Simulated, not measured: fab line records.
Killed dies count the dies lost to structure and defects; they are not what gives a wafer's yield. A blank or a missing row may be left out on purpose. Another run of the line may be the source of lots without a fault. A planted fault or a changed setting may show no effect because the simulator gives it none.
2 desks, one fault | flow sky130 | only its own numbers are on each desk; what lay behind them is given at the end

THE TOOL OWNER'S DESK: implanter-02
For each lot that ran on this tool, the mean over its sampled wafers that have a number, from the tool's own readings at SKY_VT_ADJUST_LVTN_IMPLANT_08. A lot is out of limits, marked OUT, if its mean lies more than 4 standard deviations from the usual mean; the brackets give that distance.
Columns: A = dose-ions-cm2 at SKY_VT_ADJUST_LVTN_IMPLANT_08, usual 1.5698e+12; B = faraday-current-uA at SKY_VT_ADJUST_LVTN_IMPLANT_08, usual 8.84
lot  | first seen here | A                            | B
L479 | day 9 22:10     | 2.4016e+12 (+99 or more) OUT | 13.46 (+29) OUT
L482 | day 10 17:46    | 2.3998e+12 (+99 or more) OUT | 13.29 (+28) OUT
L491 | day 13 06:46    | 1.5693e+12                   | 8.97
This desk's verdict: out of limits on L479, L482, starting with L479 at day 9 22:10 (dose-ions-cm2 at SKY_VT_ADJUST_LVTN_IMPLANT_08). L491 stayed within limits.

METROLOGY DESK
Means of the sampled wafers that have a number, per lot and without regard to the tool the lot ran on: this is what the gauges read. A lot is out of limits, marked OUT, if its mean lies more than 4 standard deviations from the usual mean; the brackets give that distance.
Columns: A = cd-nm at SKY_VT_ADJUST_HVTP_CD_MEAS_07, usual 379.7 nm; B = VT_ADJUST_LVTN_TW at SKY_VT_ADJUST_LVTN_TW_MEAS_10, usual 242.0
lot  | first seen here | A     | B
L468 | day 6 05:04     | 380.4 | 243.1
L469 | day 6 09:08     | 376.6 | 242.7
L470 | day 6 16:50     | 380.9 | 239.9
L471 | day 6 22:55     | 377.8 | 243.1
L472 | day 7 05:51     | 378.5 | 241.6
L479 | day 9 00:47     | 380.2 | 278.3 (+17) OUT
L482 | day 9 18:56     | 376.7 | 275.5 (+16) OUT
L483 | day 10 02:01    | 376.2 | 243.4
L488 | day 11 11:15    | 381.4 | 241.5
L489 | day 11 19:06    | 385.3 | 241.3
L490 | day 12 01:16    | 379.4 | 238.9
L491 | day 12 05:09    | 375.9 | 244.0
This desk's result: L479, L482 out of limits, first on L479 (VT_ADJUST_LVTN_TW at SKY_VT_ADJUST_LVTN_TW_MEAS_10), day 9 22:25. L468, L469, L470, L471, L472, L483, L488, L489, L490, L491 stayed within limits.

PUT TOGETHER
An alarm could have come from the tool owner's desk at day 9 22:10, on L479, L482.
On L479, L482, the metrology desk was in a position to raise an alarm at day 9 22:25.
Every lot named ran SKY_VT_ADJUST_LVTN_IMPLANT_08 on implanter-02.

WHAT HAD BEEN PUT IN BY THE SIMULATOR
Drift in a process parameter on implanter-02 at SKY_VT_ADJUST_LVTN_IMPLANT_08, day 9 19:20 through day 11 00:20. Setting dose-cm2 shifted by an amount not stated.
Lots struck among those shown: L479, L482.
Fault start to first reading out of limits, in hours, per desk: tool owner, 3; metrology, 3.
